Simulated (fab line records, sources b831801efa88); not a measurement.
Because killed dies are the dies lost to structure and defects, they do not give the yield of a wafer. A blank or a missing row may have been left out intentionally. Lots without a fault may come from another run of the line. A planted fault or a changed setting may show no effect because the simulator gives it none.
fab line records ; flow sky130
record lots=6; wafers=18; lastDay=50
route steps=708 shown VIA3@581 PAD_OPEN@708
lots that met no fault: taken from a fault-free run of the same line
startH: start of the lot's first displayed wafer, in hours after the record's first day ; waitH: hours elapsed since this lot's preceding step ; " identical to the entry in the row above ; L1.1+2: a row that stands for several wafers ; - no value present, or no start provided ; * or withheld: withheld ; < > ~ a bound
route shown NAME@n: names a module that has steps shown in the file, with the first one's number in the route ; usual: mean and standard deviation over wafers with no fault ; same: alike in all rows ; chamber/n: place in a boat ; sites: each site's reading ; _std_site: how widely they spread, as a standard deviation ; _edge_site: the outer-site mean with the inner-site mean subtracted ; radiusMm: how far each site lies from the wafer's centre ; mask NAME#n: copy n ; behind: tool/chamber where the wafer was last shaped ; hold: why the lot was held/for how many hours/how that ended ; device: names the non-switching transistor (n, p or np) ; end of line: the tests these same wafers got at the end of their route ; step lacking rows: just its recipe ; killed: the dies lost at the first sort to structure and to defects; this is not the yield of the wafer ; map: dies across one wafer; x = killed, . = not, _ = none there
set.NAME: the setting that was run; set.NAME@STEP: the one run at that earlier step ; model.NAME: the simulator's own value behind a step, which no gauge read
lots seen at some steps along the route; tables by step, rows by wafer
services: from which hour (startH, from the record's first day; less than 0 if before it) a tool's chamber was out of use, for how many hours, and why
## steps
# step SKY_VIA3_SOFTBAKE_08
# recipe tempC=100; timeS=90; resist=KrF-thick
# step SKY_VIA3_EXPOSE_09
# recipe maskId=VIM3; na=0.8; sourceShape=annular; sigmaInner=0.55; sigmaOuter=0.85; targetCdNm=200; doseMj=38
# step SKY_VIA3_PEB_10
# recipe pebTempC=withheld; pebTimeS=withheld; resist=KrF-thick
# step SKY_VIA3_DEVELOP_11
# recipe developTimeS=60; resist=KrF-thick; devTempC=21
# step SKY_VIA3_CD_MEAS_12
# recipe targetCdNm=200
# usual cdNm=199.9/1.7
lot.wafer;tool;chamber;startH;waitH;cdNm
L877.3;cdSem-01;-;977.02;-;201.0
L877.5;cdSem-01;-;977.02;-;200.3
L877.6;cdSem-01;-;977.02;-;199.0
L878.1;cdSem-01;-;991.19;-;198.3
L878.2;cdSem-01;-;991.19;-;195.4
L878.4;cdSem-01;-;991.19;-;197.4
L886.2;cdSem-02;-;1073.15;-;199.0
L886.4;cdSem-02;-;1073.15;-;200.8
L886.5;cdSem-02;-;1073.15;-;200.3
L887.2;cdSem-01;-;1074.16;-;202.5
L887.3;cdSem-01;-;1074.16;-;203.5
L887.5;cdSem-01;-;1074.16;-;204.2
L892.2;cdSem-01;-;1076.85;-;202.3
L892.4;cdSem-01;-;1076.85;-;201.6
L892.5;cdSem-01;-;1076.85;-;201.0
L891.4;cdSem-02;-;1079.39;-;200.7
L891.5;cdSem-02;-;1079.39;-;200.4
L891.6;cdSem-02;-;1079.39;-;199.5
# step SKY_VIA3_OVL_MEAS_13
# usual VIA3_OVL=-2/4.9
lot.wafer;tool;chamber;startH;waitH;VIA3_OVL[nm]
L877.3;overlay-01;-;977.11;0.1;2
L877.5;overlay-01;-;977.11;0.1;-4
L877.6;overlay-01;-;977.11;0.1;-3
L878.1;overlay-01;-;991.31;0.1;-6
L878.2;overlay-01;-;991.31;0.1;-8
L878.4;overlay-01;-;991.31;0.1;-3
L886.2;overlay-02;-;1073.25;0.1;5
L886.4;overlay-02;-;1073.25;0.1;-6
L886.5;overlay-02;-;1073.25;0.1;-2
L887.2;overlay-01;-;1074.26;0.1;6
L887.3;overlay-01;-;1074.26;0.1;4
L887.5;overlay-01;-;1074.26;0.1;-2
L892.2;overlay-01;-;1076.96;0.1;1
L892.4;overlay-01;-;1076.96;0.1;-1
L892.5;overlay-01;-;1076.96;0.1;3
L891.4;overlay-01;-;1079.46;0.1;-1
L891.5;overlay-01;-;1079.46;0.1;-4
L891.6;overlay-01;-;1079.46;0.1;2
# step SKY_VIA3_ETCH_14
# recipe chemistry=N2/H2; target=BARC; ionEnergyEv=200; sourceW=500; biasW=100; pressureMtorr=30; n2FlowSccm=100; h2FlowSccm=200; stopOn=SiO2; timeS=45.9; targetDepthA=600
# usual drypumpMotorCurrentA=5.76/0.29; oesProductAu=0.854/0.0044; throttleValvePct=13.226/0.0087
lot.wafer;tool;chamber;startH;waitH;drypumpMotorCurrentA;oesProductAu;rfHoursCounterH;throttleValvePct
L877.3;rieDiel-01;2;977.13;0.0;5.98;0.853;25;13.222
L877.5;rieDiel-01;2;977.13;0.0;5.96;0.847;-;13.239
L877.6;rieDiel-01;1;977.13;0.0;5.89;0.853;-;13.226
L878.1;rieDiel-04;2;991.34;0.0;5.58;0.860;15;13.225
L878.2;rieDiel-04;1;991.34;0.0;5.50;0.858;18;13.232
L878.4;rieDiel-04;3;991.34;0.0;5.81;0.859;1;13.241
L886.2;rieDiel-01;2;1073.28;0.0;5.97;0.855;28;13.214
L886.4;rieDiel-01;0;1073.28;0.0;6.04;0.855;7;13.221
L886.5;rieDiel-01;1;1073.28;0.0;5.89;0.854;-;13.231
L887.2;rieDiel-01;0;1074.29;0.0;6.00;0.859;7;13.206
L887.3;rieDiel-01;3;1074.29;0.0;5.18;0.862;11;13.234
L887.5;rieDiel-01;3;1074.29;0.0;5.19;0.852;-;13.235
L892.2;rieDiel-02;3;1076.99;0.0;6.51;0.859;4;13.228
L892.4;rieDiel-02;1;1076.99;0.0;5.88;0.851;21;13.211
L892.5;rieDiel-02;1;1076.99;0.0;5.86;0.856;-;13.220
L891.4;rieDiel-04;2;1079.48;0.0;5.58;0.857;19;13.219
L891.5;rieDiel-04;0;1079.48;0.0;5.97;0.851;-;13.236
L891.6;rieDiel-04;1;1079.48;0.0;5.47;0.853;-;13.207
# step SKY_VIA3_ETCH_15
# recipe target=SiO2; chemistry=C4F8/O2/Ar; targetDepthNm=507; stopOn=TiN; maskMaterial=KrF-thick; sourceW=1500; biasW=1200; pressureMtorr=40; c4f8FlowSccm=withheld; O2_flow_sccm=6; Ar_flow_sccm=300; timeS=78
# usual oesProductAu=0.946/0.0048
lot.wafer;tool;chamber;startH;waitH;oesProductAu;rfHoursCounterH
L877.3;rieDiel-01;2;977.17;0.0;0.948;25
L877.5;rieDiel-01;2;977.17;0.0;0.941;-
L877.6;rieDiel-01;1;977.17;0.0;0.945;-
L878.1;rieDiel-04;2;991.39;0.0;0.952;15
L878.2;rieDiel-04;1;991.39;0.0;0.946;18
L878.4;rieDiel-04;3;991.39;0.0;0.953;1
L886.2;rieDiel-01;2;1073.32;0.0;0.941;28
L886.4;rieDiel-01;0;1073.32;0.0;0.948;7
L886.5;rieDiel-01;1;1073.32;0.0;0.954;-
L887.2;rieDiel-01;0;1074.34;0.0;0.946;7
L887.3;rieDiel-01;3;1074.34;0.0;0.955;11
L887.5;rieDiel-01;3;1074.34;0.0;0.940;-
L892.2;rieDiel-02;3;1077.03;0.0;0.941;4
L892.4;rieDiel-02;1;1077.03;0.0;0.936;21
L892.5;rieDiel-02;1;1077.03;0.0;0.940;-
L891.4;rieDiel-04;2;1079.52;0.0;0.945;19
L891.5;rieDiel-04;0;1079.52;0.0;0.948;-
L891.6;rieDiel-04;1;1079.52;0.0;0.947;-
# step SKY_VIA3_STRIP_16
# recipe chemistry=O2/N2; powerW=1400; pressureMtorr=1500; platenTempC=withheld; o2FlowSccm=3000; n2FlowSccm=300; overashFraction=0.5
# usual drypumpMotorCurrentA=5.76/0.25; oesProductAu=0.402/0.0049; stripTimeToEndpointS=4.121/0.021
lot.wafer;tool;chamber;startH;waitH;drypumpMotorCurrentA;oesProductAu;rfHoursCounterH;stripTimeToEndpointS
L877.3;plasmaAsher-04;1;977.27;0.1;5.28;0.400;-;4.138
L877.5;plasmaAsher-04;0;977.27;0.1;5.57;0.394;-;4.130
L877.6;plasmaAsher-04;1;977.27;0.1;5.26;0.402;-;4.098
L878.1;plasmaAsher-02;1;991.45;0.0;5.97;0.412;89;4.128
L878.2;plasmaAsher-02;0;991.45;0.0;6.03;0.401;89;4.094
L878.4;plasmaAsher-02;0;991.45;0.0;6.00;0.405;-;4.134
L886.2;plasmaAsher-02;0;1073.38;0.0;6.01;0.397;97;4.145
L886.4;plasmaAsher-02;0;1073.38;0.0;6.01;0.397;-;4.109
L886.5;plasmaAsher-02;0;1073.38;0.0;6.01;0.399;-;4.121
L887.2;plasmaAsher-04;0;1074.40;0.0;5.53;0.404;65;4.144
L887.3;plasmaAsher-04;0;1074.40;0.0;5.56;0.406;-;4.132
L887.5;plasmaAsher-04;0;1074.40;0.0;5.53;0.401;-;4.128
L892.2;plasmaAsher-03;1;1077.09;0.0;5.77;0.396;1;4.108
L892.4;plasmaAsher-03;0;1077.09;0.0;5.89;0.395;-;4.109
L892.5;plasmaAsher-03;0;1077.09;0.0;5.89;0.405;-;4.112
L891.4;plasmaAsher-02;0;1079.62;0.1;6.01;0.399;-;4.139
L891.5;plasmaAsher-02;0;1079.62;0.1;6.01;0.399;-;4.142
L891.6;plasmaAsher-02;1;1079.62;0.1;6.05;0.405;-;4.092
# step SKY_VIA3_STRIP_17
# recipe chemistry=postEtchResidueRemover; timeS=1200; tempC=72.5
# step SKY_VIA3_CLEAN_18
# recipe chemistry=IPA; timeS=180; tempC=25
# step SKY_VIA3_CLEAN_19
# recipe chemistry=O3/DIW; dry=n2Spin
# step SKY_VIA3_SPUTTER_20
# recipe material=TiN; targetThkNm=20; chamberPressurePa=5; powerW=4000; timeS=80
# usual throttleValvePct=30.1/1.4
lot.wafer;tool;chamber;startH;waitH;throttleValvePct;model.TiN_of_VIA3_SPUTTER_20.thkNm
L877.3;pvdSputter-04;-;977.83;0.0;29.8;19.72
L877.5;pvdSputter-04;-;977.83;0.0;29.8;19.54
L877.6;pvdSputter-04;-;977.83;0.0;29.7;19.5
L878.1;pvdSputter-02;-;992.09;0.0;31.7;20.2
L878.2;pvdSputter-02;-;992.09;0.0;31.5;20.12
L878.4;pvdSputter-02;-;992.09;0.0;28.8;20.46
L886.2;pvdSputter-04;-;1073.98;0.0;29.3;22.81
L886.4;pvdSputter-04;-;1073.98;0.0;29.8;23.33
L886.5;pvdSputter-04;-;1073.98;0.0;29.8;23.33
L887.2;pvdSputter-04;-;1075.00;0.0;28.3;23.23
L887.3;pvdSputter-04;-;1075.00;0.0;29.6;23.27
L887.5;pvdSputter-04;-;1075.00;0.0;31.9;22.88
L892.2;pvdSputter-02;-;1077.73;0.0;31.8;20.62
L892.4;pvdSputter-02;-;1077.73;0.0;31.7;20.34
L892.5;pvdSputter-02;-;1077.73;0.0;28.8;20.58
L891.4;pvdSputter-02;-;1080.18;0.0;31.8;20.38
L891.5;pvdSputter-02;-;1080.18;0.0;31.7;20.37
L891.6;pvdSputter-02;-;1080.18;0.0;28.5;20.3
# step SKY_VIA3_CVD_21
# recipe material=W; targetThkNm=390; timeS=117.31; tempC=400; pressureTorr=40
# usual heaterPowerW=888/93
lot.wafer;tool;chamber;startH;waitH;heaterPowerW
L877.3;cvdW-01;0;977.93;0.1;889
L877.5;cvdW-01;1;977.93;0.1;1028
L877.6;cvdW-01;0;977.93;0.1;846
L878.1;cvdW-02;0;992.15;0.0;743
L878.2;cvdW-02;1;992.15;0.0;914
L878.4;cvdW-02;0;992.15;0.0;735
L886.2;cvdW-01;1;1074.04;0.0;1015
L886.4;cvdW-01;0;1074.04;0.0;883
L886.5;cvdW-01;1;1074.04;0.0;1005
L887.2;cvdW-02;0;1075.06;0.0;753
L887.3;cvdW-02;0;1075.06;0.0;756
L887.5;cvdW-02;0;1075.06;0.0;741
L892.2;cvdW-01;0;1077.79;0.0;879
L892.4;cvdW-01;1;1077.79;0.0;1000
L892.5;cvdW-01;0;1077.79;0.0;891
L891.4;cvdW-01;0;1080.28;0.1;894
L891.5;cvdW-01;0;1080.28;0.1;883
L891.6;cvdW-01;1;1080.28;0.1;1008
# step SKY_PAD_OPEN_PROBE_99
# usual defectLimitedYield=82.8/1.7; killed_at_M0_to_M3=43/6.2; killed_at_M4_up=2.8/1.7; killedAtContacts=24/4.8; killedAtFrontEnd=15/4.3; killedAtOther=0.3/0.55; killedDies=85/8.4; killedOpen=46/6.7; killedShort=38/6.2; sort_bin_3_pad_short=0.9/0.46; sort_bin_5_function=10.2/1.3; sort_bin_6_memory=6.1/0.9; sortNPass=407/8.4; sortYieldPct=82.8/1.7
# same grossDies=492; killedAtBackSide=0; sort_bin_4_leakage[%]=0; sort_bin_8_speed[%]=0
lot.wafer;tool;chamber;startH;waitH;defectLimitedYield[%];killed_at_M0_to_M3;killed_at_M4_up;killedAtContacts;killedAtFrontEnd;killedAtOther;killedDies;killedOpen;killedShort;sort_bin_3_pad_short[%];sort_bin_5_function[%];sort_bin_6_memory[%];sortNPass;sortYieldPct[%]
L877.3;prober-01;-;1116.67;0.2;80.1;34;2;41;21;0;98;64;34;0.6;11.6;7.7;394;80.1
L877.5;prober-01;-;1116.77;0.2;79.7;50;6;28;16;0;100;40;60;1.6;11.2;7.5;392;79.7
L877.6;prober-01;-;1116.82;0.2;82.9;37;4;28;14;1;84;52;32;1.2;10.0;5.9;408;82.9
L878.1;prober-02;-;1125.41;0.1;82.5;42;6;20;18;0;86;51;35;0.8;10.4;6.3;406;82.5
L878.2;prober-02;-;1125.46;0.1;82.3;45;2;24;16;0;87;47;40;0.2;11.2;6.3;405;82.3
L878.4;prober-02;-;1125.56;0.2;79.3;50;3;22;27;0;102;55;47;0.4;12.6;7.7;390;79.3
# killed by level:class
L877.3 LI_CONTACT:geometricParticle:open=18 CONTACT:geometricParticle:open=11 FIELD_ISO:geometricParticle:open=7 VIA2:geometricParticle:open=6 SPACER:geometricParticle:open=5 VIA3:geometricParticle:open=5 VIA1:geometricParticle:short=5 METAL2:geometricParticle:short=5
L877.5 LI_CONTACT:geometricParticle:short=9 VIA1:geometricParticle:open=8 CONTACT:geometricParticle:open=8 VIA1:geometricParticle:short=8 METAL2:geometricParticle:short=8 POLY_GATE:geometricParticle:short=7 CONTACT:geometricParticle:short=7 VIA3:geometricParticle:short=7
L877.6 CONTACT:geometricParticle:open=11 VIA1:geometricParticle:open=10 LI_CONTACT:geometricParticle:open=10 VIA3:geometricParticle:open=6 FIELD_ISO:geometricParticle:open=4 POLY_GATE:geometricParticle:short=4 CONTACT:geometricParticle:short=4 VIA1:geometricParticle:short=4
L878.1 VIA1:geometricParticle:open=14 VIA2:geometricParticle:open=12 POLY_GATE:geometricParticle:open=5 LOCAL_INTERCONNECT:geometricParticle:short=5 CONTACT:geometricParticle:open=5 FIELD_ISO:geometricParticle:open=4 LI_CONTACT:geometricParticle:open=4 VIA2:geometricParticle:short=4
L878.2 CONTACT:geometricParticle:open=10 VIA1:geometricParticle:open=8 FIELD_ISO:geometricParticle:short=7 LI_CONTACT:geometricParticle:open=6 METAL1:geometricParticle:short=6 VIA2:geometricParticle:open=6 VIA3:geometricParticle:short=6 VIA3:geometricParticle:open=6
L878.4 VIA1:geometricParticle:open=13 FIELD_ISO:geometricParticle:short=9 CONTACT:geometricParticle:open=9 FIELD_ISO:geometricParticle:open=8 VIA3:geometricParticle:open=8 CONTACT:geometricParticle:short=7 POLY_GATE:geometricParticle:short=5 METAL2:geometricParticle:short=5
## services
tool;chamber;startH;hours;kind
pvdSputter-04;0;958.13;-;consumableReplace:kit
pvdSputter-04;0;958.13;18.0;scheduledDown
pvdSputter-04;0;958.13;18.0;ventCycle
rieDiel-04;-;968.93;0.8;repair
pvdSputter-02;-;983.12;1.3;repair
cvdW-01;0;994.19;4.7;repair
cvdW-01;-;994.29;0.4;repair
rieDiel-02;-;998.52;15.6;pm
plasmaAsher-04;-;1007.67;14.6;pm
rieDiel-02;3;1015.45;5.2;repair
cvdW-01;-;1021.04;6.9;pm
rieDiel-01;1;1028.03;23.8;repair
pvdSputter-02;3;1041.71;-;consumableReplace:kit
pvdSputter-02;3;1041.71;18.0;scheduledDown
pvdSputter-02;3;1041.71;18.0;ventCycle
rieDiel-01;-;1049.20;0.9;repair
rieDiel-04;0;1054.04;6.5;repair
plasmaAsher-03;-;1055.25;9.0;pm
plasmaAsher-03;0;1055.25;9.0;ventCycle
plasmaAsher-03;1;1055.25;9.0;ventCycle
cvdW-01;-;1055.79;3.1;repair
plasmaAsher-03;0;1064.25;-;clean
plasmaAsher-03;1;1064.25;-;clean
plasmaAsher-04;-;1077.76;4.3;pm
## key
firstSign none at tools or gauges
modelEffect step=SKY_VIA3_SPUTTER_20; value=TiN_of_VIA3_SPUTTER_20.thkNm; without=19.93; struck=23.14
metAt SKY_VIA3_SPUTTER_20
struckWafers L886.2,L886.4,L886.5,L887.2,L887.3,L887.5
onsetBetween 977.83 1073.98
alsoFits SKY_VIA3_ETCH_14:rieDiel-01,SKY_VIA3_ETCH_15:rieDiel-01
fault kind=processParameterDrift; tool=pvdSputter-04; chamber=-; onsetH=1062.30; steps=SKY_VIA3_SPUTTER_20; channel=timeS; offset=*; shape=step; endH=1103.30; actsIn=*; stated=*
